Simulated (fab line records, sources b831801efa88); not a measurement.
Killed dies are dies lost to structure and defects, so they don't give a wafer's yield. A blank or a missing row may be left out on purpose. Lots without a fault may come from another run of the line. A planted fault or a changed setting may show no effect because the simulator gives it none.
Chamber matching | flow gf180mcu | GF_STI_ETCH_14 on rie_si-02: 4 sister chambers
The step etches Si in HBr/Cl2/O2, target depth 360 nm, time 102.9 s. 14 wafers are shown with their chamber, then 7 later ones without.

WAFERS WITH THEIR CHAMBER
wafer  | chamber | drypump_motor_current_A (A) | run_length_s (s) | oes_product_au (a.u.)
L166.3 | 3       | 6.1                         | 131.3            | 0.998
L166.4 | 3       | 6.1                         | 131.2            | 1.011
L166.6 | 1       | 5.7                         | 132.2            | 0.994
L167.2 | 3       | 6.2                         | 131.1            | 0.997
L167.3 | 0       | 5.7                         | 131.0            | 1.003
L167.5 | 3       | 6.2                         | 131.1            | 1.007
L168.2 | 3       | 6.1                         | 131.4            | 1.004
L168.4 | 1       | 5.7                         | 131.8            | 0.993
L168.5 | 0       | 5.7                         | 131.4            | 1.008
L169.2 | 3       | 6.2                         | 131.2            | 1.003
L169.3 | 0       | 5.7                         | 131.0            | 0.994
L169.4 | 0       | 5.7                         | 131.2            | 0.990
L173.1 | 1       | 5.7                         | 132.0            | 1.002
L173.4 | 2       | 6.2                         | 131.5            | 1.016

SIGNATURES (means of the wafers above)
reading                 | chamber 0 | chamber 1 | chamber 2 | chamber 3 | scatter within a chamber
drypump_motor_current_A | 5.700     | 5.700     | 6.200     | 6.150     | 0.0387
run_length_s            | 131.150   | 132.000   | 131.500   | 131.217   | 0.161
oes_product_au          | 0.99875   | 0.99633   | 1.01600   | 1.00333   | 0.00627
Rule: a wafer's distance from a chamber is the root of the sum, over the readings, of the square of ((its reading less the chamber's mean) divided by the reading's scatter). The wafer belongs to the nearest chamber; if the next one is less than 2 further off, it can't be placed. The scatter: the root of (the sum of the squares of (reading less its chamber's mean) over the shown wafers, divided by (wafers less chambers)).

WAFERS WITHOUT THEIR CHAMBER
wafer  | drypump_motor_current_A (A) | run_length_s (s) | oes_product_au (a.u.)
L173.6 | 5.7                         | 132.0            | 1.005
L174.2 | 5.7                         | 131.7            | 0.993
L174.3 | 6.2                         | 131.3            | 1.005
L174.4 | 6.2                         | 131.9            | 1.004
L188.3 | 6.2                         | 131.2            | 1.007
L188.4 | 5.7                         | 131.3            | 0.986
L188.5 | 6.2                         | 131.6            | 0.998

WHICH CHAMBER EACH WENT THROUGH
wafer  | from the rows above     | in truth
L173.6 | 1                       | 1
L174.2 | can't be placed: 1 or 0 | 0
L174.3 | can't be placed: 3 or 2 | 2
L174.4 | can't be placed: 2 or 3 | 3
L188.3 | can't be placed: 3 or 2 | 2
L188.4 | 0                       | 0
L188.5 | can't be placed: 3 or 2 | 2
Placed correctly: 2 of 7. Can't be placed from these rows: 5 (the true chamber is among the candidates in 5). Placed wrongly: 0.
